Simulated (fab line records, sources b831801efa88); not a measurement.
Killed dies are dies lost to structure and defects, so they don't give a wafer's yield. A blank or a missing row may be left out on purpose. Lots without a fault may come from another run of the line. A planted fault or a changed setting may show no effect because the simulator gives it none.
Problem report in the 8D (eight disciplines) form, filled by code | flow gf180mcu | the parts of the form that need people (team, actions taken, sign-off) are left out

1. THE PROBLEM
HV_LDD_OVL at GF_HV_LDD_OVL_MEAS_08 reads a mean of 176.2 nm on 12 wafers of 4 lots; wafers without a fault read 0.6 nm with a standard deviation of 1.4. That is +99 or more standard deviations from the usual mean.
First seen on wafer L704.1, day 13 07:00, on overlay-01. The record holds 42 wafers of 14 lots with a number at this step. Rule for "out", or "out of limits": more than 4 standard deviations from the usual mean. The other wafers with a number count as sound.

2. WHAT IT IS AND WHAT IT IS NOT
question                    | is                     | is not
which readings at this step | HV_LDD_OVL             | -
which lots                  | L704, L705, L706, L707 | L693, L694, L696, L699, L700, L701, L711, L712, L713, L715
which wafers of those lots  | all that have a number | -
read on which gauges        | overlay-01, overlay-02 | -
when                        | from day 13 07:00      | up to then (18 sound wafers); but 12 sound wafers of L711, L712, L713, L715 came after

3. SUSPECTS, AND WHAT RULES EACH OUT
Counting: a tool at a process step up to the reading stays a suspect if it ran every lot that is out and no sound lot after the first of them.
- the gauge at GF_HV_LDD_OVL_MEAS_08: ruled out. The wafers that are out were read on 2 gauges (overlay-01, overlay-02).
- iline_stepper-01 at GF_HV_LDD_EXPOSE_04 (exposes mask Nplus LV AREA, target cd 400 nm): kept. It ran every lot that is out, first L704 (day 12 23:11), and no sound lot after that; its last sound lot up to then is L701 (day 12 02:08).
Left after counting: iline_stepper-01 at GF_HV_LDD_EXPOSE_04.

4. THE CAUSE (what the simulator had put in)
Scanner matching overlay: iline_stepper-01, from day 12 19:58 on, at GF_HV_LDD_EXPOSE_04. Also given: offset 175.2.
Counting left only this tool.

5. THE CHAIN OF EFFECTS, in route order
Each row: a reading whose mean over the struck wafers that have a number lies more than 3 standard deviations from the usual. Only readings for which the record gives a usual standard deviation are gone through. hours: the time from each lot's start at the first step in this table that gives one to its start at this step, as a median over the lots. sigmas: the change in usual standard deviations.
hours | step                  | reading    | usual  | on struck wafers | change | sigmas
0     | GF_HV_LDD_OVL_MEAS_08 | HV_LDD_OVL | 0.6 nm | 176.2            | +175.6 | +99 or more
Later measuring or inspecting steps at which every struck wafer that the step has a row for has a number for every such reading, and none has moved that far: GF_HV_LDD_OVL_MEAS_32.

6. WHAT WOULD HAVE CAUGHT IT SOONER
In this record the first reading out of limits at a measuring or inspecting step was taken at day 13 07:00, 11 hours after the fault began at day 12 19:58.
Of the lots that are out (4), L706, L707 began GF_HV_LDD_EXPOSE_04 on iline_stepper-01 after day 13 07:00. A hold on the tool at that time would have spared those 2.
